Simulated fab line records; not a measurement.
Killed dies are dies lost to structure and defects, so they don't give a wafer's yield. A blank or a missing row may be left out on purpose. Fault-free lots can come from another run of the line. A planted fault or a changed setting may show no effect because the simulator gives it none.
A lot that was struck, set against a sound lot	flow sfqLine	42 steps out of a route of 325
Sound: wafers L692.2, L692.3, L692.5. Struck: wafer L706.3 (L706.4, L706.5, from the same lot, were not struck and are left out); the cause is given at the end.
Order at every step that has rows: each side's tool, ch and its chambers, its first start. Under that, the readings that differ: sound wafers	struck wafers	difference of the means	sigmas: that difference in standard deviations of wafers without a fault.
alike: words and numbers the same on both sides, and readings whose means are apart by under 2 such deviations; not compared: readings that were withheld, readings missing a value for some wafer, numbers with overlapping values and no deviation given by the record, and bounds like >300 which may hide the same value.
The two part at a step that has a row with sigmas, a row that says differs or no value, or rows on one side only. Numbers that have no deviation but don't overlap get no sigmas and don't part them. Lack of a reading on every wafer of one side parts them only where that side has two or more wafers.

first, 6 steps without rows for these wafers: SFQ_TRILAYER_I4_VIA_LITHO_COAT_108 (resist thk 62 nm); SFQ_TRILAYER_I4_VIA_LITHO_COAT_103 (resist thk 650 nm); SFQ_TRILAYER_I4_VIA_LITHO_SOFTBAKE_107; SFQ_TRILAYER_I4_VIA_LITHO_EXPOSE_104 (exposes mask I4, target cd 700 nm); SFQ_TRILAYER_I4_VIA_LITHO_PEB_106 (peb time 60 s); SFQ_TRILAYER_I4_VIA_LITHO_DEVELOP_105 (time 60 s).
SFQ_I4_OVL_MEAS_928:
  sound on overlay-02 at day 60 15:18; struck on overlay-02 at day 66 05:08
  alike: I4_OVL
SFQ_TRILAYER_I4_VIA_BARC_OPEN_VIA_ETCH_146: etches BARC in O2, target depth 125 nm, time 41.7 s.
  sound on rieDiel-04 ch 0,1,3, day 60 15:20; struck on rieDiel-03 ch 2, day 66 05:09
  alike: drypumpMotorCurrentA, oesProductAu
  not compared: rfHoursCounterH
SFQ_TRILAYER_I4_VIA_ETCH_VIA_ETCH_106: etches SiO2 in CHF3, stops on Nb, target depth 260 nm.
  sound on rieDiel-04 ch 0,1,3, day 60 15:22; struck on rieDiel-03 ch 2, day 66 05:11
  alike: drypumpMotorCurrentA, oesProductAu
SFQ_TRILAYER_I4_VIA_STRIP_STRIP_107: strips in O2.
  sound on rieMetal-01 ch 0,1, day 60 15:29; struck on rieMetal-03 ch 1, day 66 05:31
reading	sound	struck	difference	sigmas
drypumpMotorCurrentA (A)	5.37 5.37 5.38	5.80	+0.43	+3
heBacksideLeakSccm (sccm)	7.2 3.9 3.9	3.2	-1.8	-5
  alike: oesProductAu
  not compared: rfHoursCounterH
then, 2 steps without rows for these wafers: SFQ_TRILAYER_I4_VIA_STRIP_SOLV_CLEAN_108 (cleans in NMP, time 600 s); SFQ_TRILAYER_JJ_TRILAYER_DEP_PRE_CLEAN_113 (time 22.5 s).
SFQ_TRILAYER_JJ_TRILAYER_DEP_SPUTTER_109: material Nb, target thk 150 nm, time 100 s.
  sound on pvdSputter-04 at day 60 16:17; struck on pvdSputter-05 at day 66 06:07
reading	sound	struck	difference	sigmas
model.Nb_of_TRILAYER_JJ_TRILAYER_DEP_SPUTTER_109.thkNm (nm)	150.8 150.9 149.7	132.2	-18.3	
  alike: throttleValvePct
then, 3 steps without rows for these wafers: SFQ_TRILAYER_JJ_TRILAYER_DEP_SPUTTER_110 (material Al, target thk 8 nm, time 10 s); SFQ_TRILAYER_JJ_TRILAYER_DEP_AL_OXIDATION_111 (oxidation time 600 s); SFQ_TRILAYER_JJ_TRILAYER_DEP_SPUTTER_112 (material Nb, target thk 170 nm, time 113.3 s).
SFQ_JJ_RS_MEAS_929: a four-point-probe measurement.
  sound on filmMetro-03 at day 60 17:29; struck on filmMetro-03 at day 66 07:19
  alike: JJ_NB_RS
then, 6 steps without rows for these wafers: SFQ_TRILAYER_JJ_CE_LITHO_COAT_119 (resist thk 62 nm); SFQ_TRILAYER_JJ_CE_LITHO_COAT_114 (resist thk 600 nm); SFQ_TRILAYER_JJ_CE_LITHO_SOFTBAKE_118; SFQ_TRILAYER_JJ_CE_LITHO_EXPOSE_115 (exposes mask J5, target cd 700 nm); SFQ_TRILAYER_JJ_CE_LITHO_PEB_117 (peb time 60 s); SFQ_TRILAYER_JJ_CE_LITHO_DEVELOP_116 (time 60 s).
-- the record jumps here: 5 days lie between the struck wafers' starts before and after --
SFQ_JJ_OVL_MEAS_931:
  sound on overlay-02 at day 65 01:16; struck on overlay-01 at day 70 22:44
  alike: J5_OVL
then, 4 steps without rows for these wafers: SFQ_TRILAYER_JJ_CE_METRO_MEASURE_117; SFQ_TRILAYER_JJ_CE_BARC_OPEN_RIE_150 (chemistry O2, target BARC, target depth 240 nm, time 80 s); SFQ_TRILAYER_JJ_CE_ETCH_RIE_118 (chemistry SF6, target Nb, stops on Al2O3, time 97.7 s, target depth 170 nm); SFQ_TRILAYER_JJ_ANODIZE_ANODIZE_119.
SFQ_TRILAYER_JJ_CE_STRIP_STRIP_120: strips in O2.
  sound on rieMetal-02 ch 0,1, day 65 03:12; struck on rieMetal-01 ch 0, day 71 00:52
reading	sound	struck	difference	sigmas
oesProductAu (a.u.)	1.005 1.023 1.007	0.980	-0.032	-3
  alike: drypumpMotorCurrentA, heBacksideLeakSccm
  not compared: rfHoursCounterH
then, 7 steps without rows for these wafers: SFQ_TRILAYER_JJ_CE_STRIP_SOLV_CLEAN_121 (cleans in NMP, time 600 s); SFQ_TRILAYER_M5_LITHO_COAT_128 (resist thk 62 nm); SFQ_TRILAYER_M5_LITHO_COAT_123 (resist thk 600 nm); SFQ_TRILAYER_M5_LITHO_SOFTBAKE_127; SFQ_TRILAYER_M5_LITHO_EXPOSE_124 (exposes mask M5, target cd 700 nm); SFQ_TRILAYER_M5_LITHO_PEB_126 (peb time 60 s); SFQ_TRILAYER_M5_LITHO_DEVELOP_125 (time 60 s).
-- the record jumps here: 4 days lie between the struck wafers' starts before and after --
SFQ_M5_OVL_MEAS_932:
  sound on overlay-02 at day 65 06:22; struck on overlay-01 at day 75 06:11
reading	sound	struck	difference	sigmas
M5_OVL (nm)	3 9 10	-6	-13	-2
SFQ_TRILAYER_M5_BARC_OPEN_METAL_ETCH_161: etches BARC in O2, target depth 125 nm, time 41.7 s.
  sound on rieMetal-04 ch 1, day 65 06:25; struck on rieMetal-02 ch 0, day 75 06:14
reading	sound	struck	difference	sigmas
oesProductAu (a.u.)	0.683 0.689 0.686	0.672	-0.014	-3
  alike: drypumpMotorCurrentA, heBacksideLeakSccm
  not compared: rfHoursCounterH
SFQ_TRILAYER_M5_ETCH_METAL_ETCH_126: etches Nb in Cl2/BCl3, stops on SiO2, time 203.2 s, target depth 265 nm.
  sound on rieMetal-04 ch 1, day 65 06:34; struck on rieMetal-02 ch 0, day 75 06:20
reading	sound	struck	difference	sigmas
oesProductAu (a.u.)	0.733 0.728 0.723	0.679	-0.049	-8
model.etch.depthNm (nm)	150.8 150.9 149.7	132.2	-18.3	
model.M5.featureDepthNm (nm)	163.2 163.3 162	144.4	-18.4	
  alike: drypumpMotorCurrentA, heBacksideLeakSccm
  not compared: rfHoursCounterH
then, 2 steps without rows for these wafers: SFQ_TRILAYER_M5_STRIP_STRIP_127 (strips in O2); SFQ_TRILAYER_M5_STRIP_SOLV_CLEAN_128 (cleans in NMP, time 600 s).
-- the record jumps here: 16 days lie between the struck wafers' starts before and after --
SFQ_M8_BOW_MEAS_951:
  sound on filmMetro-02 at day 79 14:47; struck on filmMetro-04 at day 91 15:32
reading	sound	struck	difference	sigmas
M8_BOW (um)	5 6 -4	44	+42	+4
model.etest.m5.ohmUm	1.698 1.7 1.709	1.919	+0.217	
model.etest.i4.linkOhm	2.167 2.161 2.175	2.31	+0.14	
model.etest.i5.linkOhm	2.256 2.259 2.272	2.439	+0.177	
model.etest.m5.ohmSq	1.182 1.181 1.191	1.349	+0.164	

## WHERE THEY PART
Last at SFQ_M8_BOW_MEAS_951 as far as this record goes, first at SFQ_TRILAYER_I4_VIA_STRIP_STRIP_107.

WHY: the cause the simulator had injected
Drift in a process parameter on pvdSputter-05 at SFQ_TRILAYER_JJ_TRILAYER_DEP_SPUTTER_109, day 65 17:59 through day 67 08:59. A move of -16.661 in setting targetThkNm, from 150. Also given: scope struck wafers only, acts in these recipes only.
